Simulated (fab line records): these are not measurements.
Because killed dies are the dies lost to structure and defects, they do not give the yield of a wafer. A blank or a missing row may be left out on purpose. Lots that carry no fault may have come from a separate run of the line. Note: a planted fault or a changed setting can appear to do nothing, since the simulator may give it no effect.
A lot that was struck, set against a sound lot    flow sky130    18 out of 708 route steps
Sound: these wafers, L289.1, L289.3, L289.5. Struck: wafers L296.4, L296.5 (left out: L296.1, a lot-mate that was not struck); the cause follows at the end.
At each step with rows: each side's tool, then ch and its chambers, then its first start. Under that, the readings that differ: sound wafers    struck wafers    difference of the means    sigmas: that difference in standard deviations of wafers without a fault.
alike: readings whose means differ by less than 2 such deviations, and words and numbers that are the same on both sides. not compared: withheld readings, readings that some wafer has no value for, bounds like >300 that may hide the same value, and numbers for which the record gives no deviation and whose values overlap.
A row with sigmas, a row that says differs or no value, or rows on one side alone: a step with any of these is where the two part. Numbers that don't overlap but have no deviation are shown without sigmas and don't part them. A reading missing from all wafers of one side parts the sides only when that side holds two or more wafers.

first, 2 steps without rows for these wafers: SKY_VT_ADJUST_LVTN_PEB_05; SKY_VT_ADJUST_LVTN_DEVELOP_06 (develop time 60 s).
SKY_VT_ADJUST_LVTN_OVL_MEAS_07:
  sound on overlay-01, day 8 09:10; struck on overlay-01, day 10 03:07
  alike: VT_ADJUST_LVTN_OVL
then, 1 step without rows for these wafers: SKY_VT_ADJUST_LVTN_IMPLANT_08.
SKY_VT_ADJUST_LVTN_STRIP_09: strips in O2/N2.
  sound on plasmaAsher-04 ch 0,1, day 8 09:21; struck on plasmaAsher-04 ch 0, day 10 03:18
reading              sound              struck       difference  sigmas
oesProductAu (a.u.)  0.724 0.714 0.719  0.727 0.728  +0.009      +2
  alike: drypumpMotorCurrentA, stripTimeToEndpointS
  not compared: rfHoursCounterH
SKY_VT_ADJUST_LVTN_TW_MEAS_10:
  sound on filmMetro-03, day 8 09:28; struck on filmMetro-03, day 10 03:24
  alike: VT_ADJUST_LVTN_TW
then, 6 steps without rows for these wafers: SKY_VT_ADJUST_LVTN_DEHYDRATE_11 (time 60 s); SKY_VT_ADJUST_LVTN_HMDS_12 (prime time 60 s); SKY_VT_ADJUST_LVTN_COAT_13 (resist thk 1140 nm); SKY_VT_ADJUST_LVTN_SOFTBAKE_14 (time 60 s); SKY_VT_ADJUST_LVTN_EXPOSE_15 (exposes mask HVN STD DERIVED, target cd 600 nm); SKY_VT_ADJUST_LVTN_PEB_16.
SKY_VT_ADJUST_LVTN_DEVELOP_17: develop time 60 s.
  sound on lithoTrack-04 ch 0, day 9 06:12; struck on lithoTrack-04 ch 0, day 11 01:42
  alike: chillPlateTempC
SKY_VT_ADJUST_LVTN_OVL_MEAS_18:
  sound on overlay-01, day 9 06:21; struck on overlay-02, day 11 01:51
reading                     sound        struck  difference                     sigmas
VT_ADJUST_LVTN_01_OVL (nm)  0.5 1.1 0.4  - -     no value on the struck wafers  
then, 1 step without rows for these wafers: SKY_VT_ADJUST_LVTN_IMPLANT_19.
SKY_VT_ADJUST_LVTN_STRIP_20: strips in O2/N2.
  sound on plasmaAsher-01 ch 0,1, day 9 06:32; struck on plasmaAsher-01 ch 1, day 11 02:02
  alike: drypumpMotorCurrentA, oesProductAu, stripTimeToEndpointS
  not compared: rfHoursCounterH
SKY_VT_ADJUST_LVTN_TW_MEAS_21:
  sound on filmMetro-01, day 9 06:38; struck on filmMetro-01, day 11 02:08
reading              sound              struck     difference  sigmas
VT_ADJUST_LVTN_2_TW  183.5 184.3 184.2  29.6 29.6  -154.4      -99 or more
then, 1 step without rows for these wafers: SKY_VT_ADJUST_NCORE_DEHYDRATE_00 (time 60 s).

== WHERE THEY PART ==
First at SKY_VT_ADJUST_LVTN_STRIP_09; last, within this record, at SKY_VT_ADJUST_LVTN_TW_MEAS_21.

WHY: what had been put in by the simulator
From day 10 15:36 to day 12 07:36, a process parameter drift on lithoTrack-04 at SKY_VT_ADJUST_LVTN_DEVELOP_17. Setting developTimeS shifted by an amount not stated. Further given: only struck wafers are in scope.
